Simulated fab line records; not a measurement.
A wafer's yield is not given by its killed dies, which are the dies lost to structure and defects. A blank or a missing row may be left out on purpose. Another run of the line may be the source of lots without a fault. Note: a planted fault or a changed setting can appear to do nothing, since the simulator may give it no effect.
The tool behind it: which one? | flow sky130 | Sampling: 12 lots, 36 wafers, 4 of 708 route steps

WHAT THE GAUGES READ, wafer by wafer
SKY_VT_ADJUST_LVTN_OVL_MEAS_07.
lot  | measured     | on         | VT_ADJUST_LVTN_OVL (nm)
L644 | day 7 06:23  | overlay-02 | 5.1 4.1 1.7
L646 | day 7 15:38  | overlay-01 | 0.5 2.4 1.1
L648 | day 8 11:23  | overlay-01 | -1.0 -0.4 0.0
L649 | day 8 12:40  | overlay-01 | 1.2 1.2 1.9
L652 | day 9 10:31  | overlay-02 | 1.8 2.3 2.2
L653 | day 9 12:43  | overlay-02 | -0.9 -1.2 0.6
L658 | day 11 01:13 | overlay-02 | 0.7 0.0 -2.4
L659 | day 11 10:04 | overlay-01 | 2.3 0.3 0.8
L661 | day 11 23:37 | overlay-02 | 1.2 2.2 0.9
L662 | day 12 07:55 | overlay-02 | 0.7 2.9 1.6
L665 | day 13 02:43 | overlay-02 | -0.8 -0.1 1.0
L666 | day 13 05:01 | overlay-01 | 3.4 0.8 0.9

SKY_SONOS_ONO_THK_MEAS_01.
lot  | measured     | on           | SONOS_ONO_OXIDATION_THK (nm)
L644 | day 12 00:46 | filmMetro-03 | 2.71 2.68 2.73
L646 | day 12 11:40 | filmMetro-03 | 2.64 2.63 2.56
L648 | day 13 12:34 | filmMetro-02 | 4.50 4.46 4.50
L649 | day 13 12:46 | filmMetro-03 | 2.58 2.68 2.65
L652 | day 14 16:02 | filmMetro-02 | 4.47 4.45 4.36
L653 | day 14 18:26 | filmMetro-01 | 4.35 4.31 4.31
L658 | day 16 12:59 | filmMetro-03 | 2.66 2.71 2.63
L659 | day 16 23:30 | filmMetro-01 | 2.55 2.52 2.59
L661 | day 17 14:01 | filmMetro-01 | 2.51 2.52 2.49
L662 | day 18 02:19 | filmMetro-03 | 2.68 2.64 2.60
L665 | day 19 01:24 | filmMetro-01 | 2.60 2.61 2.58
L666 | day 19 04:17 | filmMetro-03 | 2.48 2.50 2.47

SKY_SONOS_ONO_OVL_MEAS_14.
lot  | measured     | on         | SONOS_ONO_OVL (nm)
L644 | day 13 04:44 | overlay-02 | -1.2 -0.9 -1.8
L646 | day 13 18:53 | overlay-01 | 0.6 0.0 -1.1
L648 | day 14 19:05 | overlay-01 | -1.3 -1.3 -0.7
L649 | day 14 18:11 | overlay-01 | 0.8 -0.1 -2.5
L652 | day 16 04:56 | overlay-01 | -0.4 -1.4 -0.4
L653 | day 16 05:14 | overlay-01 | -1.1 -0.7 -0.3
L658 | day 17 22:35 | overlay-01 | 0.6 0.3 1.3
L659 | day 18 08:56 | overlay-02 | 0.5 -0.6 -0.7
L661 | day 18 23:36 | overlay-01 | -0.3 -3.2 -0.1
L662 | day 19 13:35 | overlay-01 | 0.4 0.4 -1.2
L665 | day 20 13:53 | overlay-02 | -0.5 -1.5 -0.3
L666 | day 20 13:50 | overlay-01 | -3.4 -0.1 0.4

TOOL THAT RAN EACH LOT (tool first, then ch and the chambers of the sampled wafers, then the start)
lot  | SKY_SONOS_ONO_OXIDATION_00
L644 | furnace-02 ch 0, day 11 23:25
L646 | furnace-01 ch 0, day 12 10:19
L648 | furnace-02 ch 0, day 13 08:42
L649 | furnace-02 ch 0, day 13 11:24
L652 | furnace-01 ch 0, day 14 13:00 and furnace-02 ch 0, day 14 14:41
L653 | furnace-01 ch 0, day 14 14:20
L658 | furnace-02 ch 0, day 16 11:38
L659 | furnace-01 ch 0, day 16 22:08
L661 | furnace-02 ch 0, day 17 12:38
L662 | furnace-02 ch 0, day 18 00:56
L665 | furnace-01 ch 0, day 19 00:02
L666 | furnace-01 ch 0, day 19 02:55
- SKY_SONOS_ONO_OXIDATION_00: stabilise 600 s, purge 300 s, target thk 2.6 nm.

AS READ BY THE TOOLS THEMSELVES (means over the sampled wafers that have a number; for cases with no such wafer, the mark the record gives instead)
SKY_SONOS_ONO_OXIDATION_00.
lot  | tool                  | spikeTcCentreC (C) | zonePowerBottomPct (%) | zonePowerCentrePct (%)
L644 | furnace-02            | 800.1              | 20.3                   | 12.6
L646 | furnace-01            | 799.1              | 24.0                   | 11.9
L648 | furnace-02            | 800.4              | 20.2                   | 12.6
L649 | furnace-02            | 801.0              | 20.3                   | 12.4
L652 | furnace-01/furnace-02 | 800.6              | 22.2                   | 12.2
L653 | furnace-01            | 801.0              | 24.0                   | 11.8
L658 | furnace-02            | 800.5              | 20.5                   | 12.6
L659 | furnace-01            | 799.7              | 24.0                   | 11.8
L661 | furnace-02            | 800.4              | 20.2                   | 12.6
L662 | furnace-02            | 799.6              | 20.4                   | 12.5
L665 | furnace-01            | 800.9              | 24.2                   | 11.9
L666 | furnace-01            | 799.5              | 24.0                   | 11.8

THE ANSWER, worked out from the rows above alone
Rule: the lots themselves supply what counts as usual. The widest of any qualifying gaps counts: lots, ordered by their means at a reading, are off when they make up no more than a third of the lots, leave a main group of 4 or more, and stand apart from it by 3 or more times the standard deviation of that group's means. If all means in a main group match to the digits the tables above print for the reading, that group is not used. A lot without any number at a reading at which 4 lots or more have one is off too. All remaining lots with rows at the step are treated as sound. The gauges are gone through in route order, then the tools' own readings, and for those a lot's mean is taken as printed above. The first step at which some lot is off is used, and at that step the reading that is off furthest; a lot without a number counts as furthest.
Off: L648, L652, L653, at SKY_SONOS_ONO_THK_MEAS_01 (SONOS_ONO_OXIDATION_THK). Main group: mean 2.60 nm, sd 0.069.
If a tool, at a process step before that reading, ran all the lots that are off and no sound lot after the first of them, it fits. The gauges at SKY_SONOS_ONO_THK_MEAS_01 are tried like those tools. None of those tried fits.

WHAT HAD BEEN PUT IN BY THE SIMULATOR
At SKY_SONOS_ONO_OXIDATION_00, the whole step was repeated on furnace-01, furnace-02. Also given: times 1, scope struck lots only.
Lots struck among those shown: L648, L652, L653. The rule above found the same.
